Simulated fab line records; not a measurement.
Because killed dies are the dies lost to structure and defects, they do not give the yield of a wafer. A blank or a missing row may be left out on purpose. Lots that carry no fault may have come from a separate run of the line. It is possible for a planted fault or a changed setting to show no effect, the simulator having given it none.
Code-filled problem report in 8D (eight disciplines) form | flow sfq-line | the parts of the form that need people (team, actions taken, sign-off) are left out

## 1. PROBLEM STATEMENT
Mean of rf-fwd-power-W at SFQ_TRILAYER_M0_ETCH_METAL_ETCH_024: 693.0 W across 6 wafers in 2 lots; on wafers with no fault it is 597.4 W (standard deviation 1.8). That puts it +53 standard deviations away from the usual mean.
The step: etches Nb in Cl2/Ar, stops on SiO2, target depth 240 nm, time 120 s.
Seen first at day 11 03:17 on rie-metal-04, wafer L752.1. At this step, 42 wafers from 14 lots have a number in the record. Rule for "out" (also "out of limits"): further than 4 standard deviations from the usual mean. The rest of the wafers with a number are treated as sound.

## 2. WHAT IT IS; WHAT IT IS NOT
question                    | is                     | is not
which readings at this step | rf-fwd-power-W         | chamber-pressure-mTorr, drypump-motor-current-A, oes-product-au
which lots                  | L752, L754             | L740, L741, L742, L743, L744, L748, L753, L756, L757, L758, L760, L761
which wafers of those lots  | all that have a number | -
read on which tools         | rie-metal-04           | rie-metal-01, rie-metal-02
when                        | from day 11 03:17      | up to then (18 sound wafers); but 18 sound wafers of L753, L756, L757, L758, L760, L761 came after

## 3. THE SUSPECTS, EACH WITH WHAT RULES IT OUT
Counting: a tool at any process step up to the reading remains a suspect when it ran all the lots that are out and ran no sound lot after the first of those.
- rie-metal-04 at SFQ_TRILAYER_M0_ETCH_METAL_ETCH_024 (etches Nb in Cl2/Ar, stops on SiO2, target depth 240 nm, time 120 s): kept. All lots that are out passed through it, beginning with L752 at day 11 03:17, and no sound lot followed; its final sound lot before that point was L743 at day 8 14:13. Its own readings are out on those wafers: rf-fwd-power-W.
After counting, what remains is rie-metal-04 at SFQ_TRILAYER_M0_ETCH_METAL_ETCH_024.

## 4. THE CAUSE (what the simulator had put in)
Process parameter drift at SFQ_TRILAYER_M0_ETCH_METAL_ETCH_024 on rie-metal-04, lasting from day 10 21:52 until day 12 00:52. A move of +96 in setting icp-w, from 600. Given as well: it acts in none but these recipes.
The count eliminated every tool but this one.

## 5. THE CHAIN OF EFFECTS, in route order
Each row: a reading whose mean over the struck wafers that have a number lies more than 3 standard deviations from the usual. Only readings whose record carries a usual standard deviation are examined. hours: median over the lots of the time between each lot's start at the first step of this table that gives one and its start at this step. sigmas: the change, counted in usual standard deviations.
hours | step                                | reading        | usual   | on struck wafers | change | sigmas
0     | SFQ_TRILAYER_M0_ETCH_METAL_ETCH_024 | rf-fwd-power-W | 597.4 W | 693.0            | +95.6  | +53
The process steps in it:
- SFQ_TRILAYER_M0_ETCH_METAL_ETCH_024: etches Nb in Cl2/Ar, stops on SiO2, target depth 240 nm, time 120 s.

## 6. HOW IT WOULD HAVE BEEN CAUGHT EARLIER
First out-of-limits reading in this record: day 11 03:17, which is 5 hours after fault onset at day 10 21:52.
